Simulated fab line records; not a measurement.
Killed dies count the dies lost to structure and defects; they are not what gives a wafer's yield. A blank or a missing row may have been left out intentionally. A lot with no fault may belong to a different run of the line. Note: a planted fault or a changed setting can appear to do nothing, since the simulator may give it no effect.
A lot that was struck, set against a sound lot -- flow gf180mcu -- 15 steps out of a route of 602
Sound: these wafers, L125.3, L125.5, L125.6. Struck: wafer L116.5 (left out: L116.1, L116.2 of the same lot, which were not struck); the cause appears at the end.
Per side, at each step with rows, come the tool, then ch with its chambers, and then its first start. Under that, the readings that differ: sound wafers -- struck wafers -- difference of the means -- sigmas: that difference in standard deviations of wafers without a fault.
alike: readings with means less than 2 such deviations apart, plus words and numbers identical on both sides. not compared: withheld readings, readings lacking a value on some wafer, bounds such as >300 that could conceal the same value, and numbers that have no deviation in the record and whose values overlap.
The two part at a step that has a row with sigmas, a row that says differs or no value, or rows on one side only. Numbers that don't overlap but have no deviation are shown without sigmas and don't part them. A reading missing from all wafers of one side parts the sides only when that side holds two or more wafers.

GF_V3_CD_MEAS_14 targets a cd of 260 nm.
  sound: cd_sem-01 at day 29 12:50; struck: cd_sem-02 at day 26 00:11
  alike: cd_nm
GF_V3_OVL_MEAS_15:
  sound: overlay-02 at day 29 12:55; struck: overlay-02 at day 26 00:19
  alike: V3_OVL
then, 1 step without rows for these wafers: GF_V3_ETCH_16 (etches BARC in N2/H2).
GF_V3_ETCH_17: etches SiO2 in C4F8/O2/Ar, stops on TiN, target depth 635 nm.
  sound: rie_diel-04 ch 1,2; struck: rie_diel-01 ch 2
  alike: oes_product_au
then, 3 steps without rows for these wafers: GF_V3_STRIP_18 (strips in O2/N2); GF_V3_STRIP_19 (strips in post etch residue remover, time 1200 s); GF_V3_CLEAN_20 (cleans in DIW).
GF_V3_SPUTTER_21: material Ti, target thk 15 nm, time 80.02 s.
  sound: pvd_sputter-03 at day 29 13:44; struck: pvd_sputter-01 at day 26 01:03
  alike: substrate_temp_c, throttle_valve_pct
GF_V3_SPUTTER_22: material TiN, target thk 10 nm, time 40 s.
  sound: pvd_sputter-03 at day 29 13:48; struck: pvd_sputter-01 at day 26 01:07
reading,sound,struck,difference,sigmas
throttle_valve_pct (%),29.3 29.7 29.5,31.2,+1.7,+2
GF_V3_CVD_23: deposits W, target thk 350 nm, time 104.9 s.
  sound on cvd_w-02 ch 0, day 29 13:55; struck on cvd_w-01 ch 0, day 26 01:09
reading,sound,struck,difference,sigmas
heater_power_w (W),933 961 928,834,-107,-2
GF_V3_RS_MEAS_24: a four-point-probe measurement.
  sound: film_metro-01 at day 29 14:14; struck: film_metro-03 at day 26 01:16
  alike: V3_W_RS
GF_V3_THK_MEAS_25: measures by xrf.
  sound: film_metro-01 at day 29 14:20; struck: film_metro-03 at day 26 01:23
  alike: V3_W_THK
GF_V3_CMP_26: polishes, stops on SiO2, t overpolish 15 s, target thk 0 nm.
  sound on cmp-02 ch 1,2, day 29 14:22; struck on cmp-02 ch 1, day 26 01:32
reading,sound,struck,difference,sigmas
overpolish_run_s (s),14.991 14.993 15.006,7.052,-7.945,-99 or more
t_overpolish_s (s),15 15 15,7.0512,-7.9488,
time_to_endpoint_s (s),88 92 89,81,-9,-2
  alike: motor_current_A
GF_M4_SPUTTER_00: material Ti, target thk 37.5 nm, time 150 s.
  sound: pvd_sputter-04 at day 29 14:40; struck: pvd_sputter-01 at day 26 01:50
  alike: substrate_temp_c, throttle_valve_pct
-- the record jumps here: 6 days lie between the struck wafers' starts before and after (it left off in module M4 and takes up again in module PASSIVATION, whose first step shown is number 602 of the route) --
GF_PASSIVATION_PROBE_99:
  the record has rows for the struck wafers here (prober-01, day 32 04:23) and none for the sound ones

== WHERE THEY PART ==
First at GF_V3_SPUTTER_22; last, within this record, at GF_PASSIVATION_PROBE_99.

WHY: what the simulator had put in
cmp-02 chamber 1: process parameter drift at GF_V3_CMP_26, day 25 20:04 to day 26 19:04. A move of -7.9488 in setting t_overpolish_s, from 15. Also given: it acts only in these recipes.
